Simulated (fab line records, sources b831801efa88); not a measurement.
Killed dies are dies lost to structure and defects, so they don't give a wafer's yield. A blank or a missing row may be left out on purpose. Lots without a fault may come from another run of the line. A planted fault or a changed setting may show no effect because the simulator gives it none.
Chamber matching | flow sky130 | SKY_VIA1_CMP_24 on cmp-01: 4 sister chambers
The step polishes, stops on SiO2, t overpolish 15 s, target thk 0 nm. 4 wafers are shown with their chamber, then 8 later ones without.

WAFERS WITH THEIR CHAMBER
wafer  | chamber | motor_current_A (A)
L924.5 | 1       | 12.2
L928.5 | 3       | 9.7
L934.3 | 2       | 11.9
L941.4 | 0       | 10.1

WAFERS WITHOUT THEIR CHAMBER
wafer  | motor_current_A (A)
L941.5 | 10.2
L941.6 | 9.6
L942.3 | 12.5
L942.5 | 9.6
L942.6 | 10.8
L945.1 | 10.1
L945.2 | 11.8
L945.4 | 12.5

WHICH CHAMBER EACH WENT THROUGH
wafer  | from the rows above          | in truth
L941.5 | can't be placed: 0 or 3      | 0
L941.6 | can't be placed: 3 or 0      | 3
L942.3 | can't be placed: 1 or 2      | 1
L942.5 | can't be placed: 3 or 0      | 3
L942.6 | can't be placed: 0 or 2 or 3 | 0
L945.1 | can't be placed: 0 or 3      | 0
L945.2 | can't be placed: 2 or 1      | 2
L945.4 | can't be placed: 1 or 2      | 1
Placed correctly: 0 of 8. Can't be placed from these rows: 8 (the true chamber is among the candidates in 8). Placed wrongly: 0.
How it was worked out, from the rows above alone: a wafer's distance from a chamber is the root of the sum, over the readings, of the square of ((its reading less the chamber's mean) divided by the reading's scatter). The wafer belongs to the nearest chamber; if the next one is less than 2 further off, it can't be placed. A chamber's mean is the mean of its shown wafers. The scatter: with one shown wafer a chamber, the root of the mean of the squares of how far each hidden wafer lies from its nearest shown one.
